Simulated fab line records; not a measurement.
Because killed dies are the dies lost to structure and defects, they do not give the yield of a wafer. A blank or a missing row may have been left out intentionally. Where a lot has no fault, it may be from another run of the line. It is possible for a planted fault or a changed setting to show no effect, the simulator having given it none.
Which tool did it? -- flow sky130 -- Sampling: 14 lots, 42 wafers, 2 of 708 route steps

WHAT EACH GAUGE READ, for each wafer
SKY_VT_ADJUST_LVTN_OVL_MEAS_18. Usual: VT_ADJUST_LVTN_01_OVL 0.4 nm, standard deviation 1.5.
lot,measured,on,VT_ADJUST_LVTN_01_OVL (nm),flag
L825,day 7 16:17,overlay-01,1.4 2.3 2.0,
L826,day 8 00:08,overlay-01,1.7 1.5 1.9,
L827,day 8 09:05,overlay-02,0.6 1.5 -1.1,
L830,day 9 04:23,overlay-01,-1.2 -0.4 -0.4,
L832,day 9 17:01,overlay-01,0.1 1.0 1.3,
L833,day 10 00:40,overlay-02,0.0 -1.0 -0.2,
L835,day 10 06:55,overlay-02,-1.5 -1.7 0.9,
L836,day 10 20:04,overlay-02,1.2 0.1 2.7,
L838,day 11 09:06,overlay-01,0.2 0.1 0.0,
L840,day 11 22:26,overlay-01,0.7 -0.3 -0.6,
L843,day 13 02:59,overlay-01,-1.3 0.9 -1.3,
L846,day 14 07:58,overlay-01,-1.8 1.0 -0.4,
L848,day 14 11:44,overlay-02,-0.2 -0.2 -0.5,
L847,day 14 16:29,overlay-02,1.8 -0.8 -1.0,

WHICH TOOL RAN EACH LOT (tool, then ch and the chambers of the sampled wafers, then the start)
lot,SKY_NWELL_STRIP_25
L825,"plasma_asher-03 ch 0,1, day 5 08:04"
L826,"plasma_asher-03 ch 0,1, day 5 15:16"
L827,"plasma_asher-03 ch 0,1, day 5 22:52"
L830,"plasma_asher-04 ch 0,1, day 6 14:58"
L832,"plasma_asher-03 ch 0,1, day 7 01:25"
L833,"plasma_asher-04 ch 0,1, day 7 09:49"
L835,"plasma_asher-04 ch 0,1, day 7 14:55"
L836,"plasma_asher-02 ch 0,1, day 8 02:13"
L838,"plasma_asher-03 ch 0,1, day 8 13:46"
L840,"plasma_asher-03 ch 0, day 9 03:05"
L843,"plasma_asher-02 ch 0,1, day 10 03:55"
L846,"plasma_asher-03 ch 0,1, day 11 06:34"
L848,"plasma_asher-04 ch 1, day 11 09:07"
L847,"plasma_asher-02 ch 0,1, day 11 14:07"
- SKY_NWELL_STRIP_25: strips in O2/N2.

WHAT THE TOOLS THEMSELVES READ (means of the sampled wafers that have a number; where no wafer has one, the mark that the record gives instead)
SKY_NWELL_STRIP_25. Usual: chamber_pressure_mTorr 1500.0 mTorr, standard deviation 1.6; drypump_motor_current_A 5.9 A, standard deviation 0.52; oes_product_au 0.722 a.u., standard deviation 0.0044; strip_time_to_endpoint_s 36.97 s, standard deviation 0.1.
lot,tool,chamber_pressure_mTorr (mTorr),drypump_motor_current_A (A),oes_product_au (a.u.),strip_time_to_endpoint_s (s),flag
L825,plasma_asher-03,1501.0,5.8,0.724,37.02,
L826,plasma_asher-03,1501.0,5.8,0.727,36.97,
L827,plasma_asher-03,1500.1,6.2,0.722,36.88,
L830,plasma_asher-04,1501.7,5.4,0.718,36.87,
L832,plasma_asher-03,1499.3,6.2,0.724,36.99,
L833,plasma_asher-04,1501.7,5.8,0.722,36.99,
L835,plasma_asher-04,1499.2,5.8,0.725,37.20,
L836,plasma_asher-02,1498.8,5.8,0.721,36.92,
L838,plasma_asher-03,1499.7,6.2,0.720,36.95,
L840,plasma_asher-03,1498.0,5.5,0.725,36.78,
L843,plasma_asher-02,1501.0,5.8,0.725,36.99,
L846,plasma_asher-03,1499.4,5.8,0.722,37.17,
L848,plasma_asher-04,1499.8,5.1,0.722,36.90,
L847,plasma_asher-02,1500.2,5.7,0.717,36.89,

THE ANSWER, worked out from the rows above alone
Rule: take the mean of a lot's wafers that have a number; if it is more than 3 standard deviations from the usual mean, the lot is off. Also off: a lot with no number at a reading for which 4 or more lots have one. The other lots that the step has rows for count as sound. First the gauges in route order, then the tools' own readings, where a lot's mean is used as printed above. At the first step where some lot is off, the reading lying furthest off is the one used; lots without a number count as furthest.
Across all readings shown, no lot is off: no conclusion can be drawn from this.

WHAT THE SIMULATOR HAD PUT IN
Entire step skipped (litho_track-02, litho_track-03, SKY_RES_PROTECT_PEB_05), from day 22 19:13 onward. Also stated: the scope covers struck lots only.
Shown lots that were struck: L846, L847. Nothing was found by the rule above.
